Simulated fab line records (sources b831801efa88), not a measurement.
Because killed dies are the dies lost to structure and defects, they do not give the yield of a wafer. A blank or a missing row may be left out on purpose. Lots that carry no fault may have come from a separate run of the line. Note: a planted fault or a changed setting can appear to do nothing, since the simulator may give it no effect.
2 desks, one fault	flow gf180mcu	each desk has only its own numbers; what lay behind them comes last

== TOOL OWNER'S DESK, implanter-02 ==
The tool's own readings at GF_NSD_IMPLANT_09, given as means over the sampled wafers that have a number, one for each lot that went through this tool. A lot is out of limits, marked OUT, if its mean lies more than 4 standard deviations from the usual mean; the brackets give that distance.
Columns: A = beam energy keV at GF_NSD_IMPLANT_09, usual 60.002
lot	first seen here	A
L719	day 13 08:24	59.988
L720	day 13 14:32	59.981
L723	day 15 00:20	59.995
L726	day 15 18:37	60.014
L734	day 18 16:26	78.163 (+99 or more) OUT
L737	day 19 13:58	78.170 (+99 or more) OUT
This desk finds L734, L737 out of limits, L734 being first, at day 18 16:26 (beam energy keV at GF_NSD_IMPLANT_09). In limits: L719, L720, L723, L726.

== THE METROLOGY DESK ==
What the gauges read for every lot (on any tool): the sampled wafers with a number, averaged. A lot is out of limits, marked OUT, if its mean lies more than 4 standard deviations from the usual mean; the brackets give that distance.
Columns: A = NSD_TW at GF_NSD_TW_MEAS_12, usual 4234; B = NSD_RS at GF_PSD_RS_MEAS_14, usual 46.11 ohm/sq; C = PSD_RS at GF_PSD_RS_MEAS_15, usual 108.51 ohm/sq; D = V1_BOW at GF_V1_BOW_MEAS_05, usual 82 um
lot	first seen here	A	B	C	D
L719	day 13 08:48	4281	46.15	108.80	90
L720	day 13 14:56	4261	46.20	109.10	84
L723	day 15 00:42	4204	45.99	108.25	88
L726	day 15 19:01	4226	46.10	108.13	89
L728	day 16 19:33	4257	46.05	108.25	78
L731	day 17 18:05	4231	46.25	108.99	77
L734	day 18 16:50	4408 (+4.1) OUT	41.54 (-54) OUT	108.39	86
L735	day 18 22:37	4160	46.11	108.61	79
L737	day 19 14:20	4431 (+4.7) OUT	41.65 (-53) OUT	108.23	93
L738	day 19 21:59	4256	46.14	108.51	88
L742	day 21 08:18	4243	46.02	108.02	82
Per this desk, out of limits: L734, L737; the first was L734, day 18 16:50 (NSD_TW at GF_NSD_TW_MEAS_12). In limits: L719, L720, L723, L726, L728, L731, L735, L738, L742.

== BROUGHT TOGETHER ==
The tool owner's desk had the chance to raise an alarm at day 18 16:26 on L734, L737.
An alarm was possible from the metrology desk at day 18 16:50, on L734, L737.
All the named lots went through GF_NSD_IMPLANT_09 on implanter-02.

== WHAT THE SIMULATOR HAD INSERTED ==
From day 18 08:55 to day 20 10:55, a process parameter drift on implanter-02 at GF_NSD_IMPLANT_09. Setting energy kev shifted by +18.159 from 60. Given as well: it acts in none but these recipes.
Lots struck among those shown: L734, L737.
Fault start to first reading out of limits, in hours, per desk: tool owner, 8; metrology, 8.
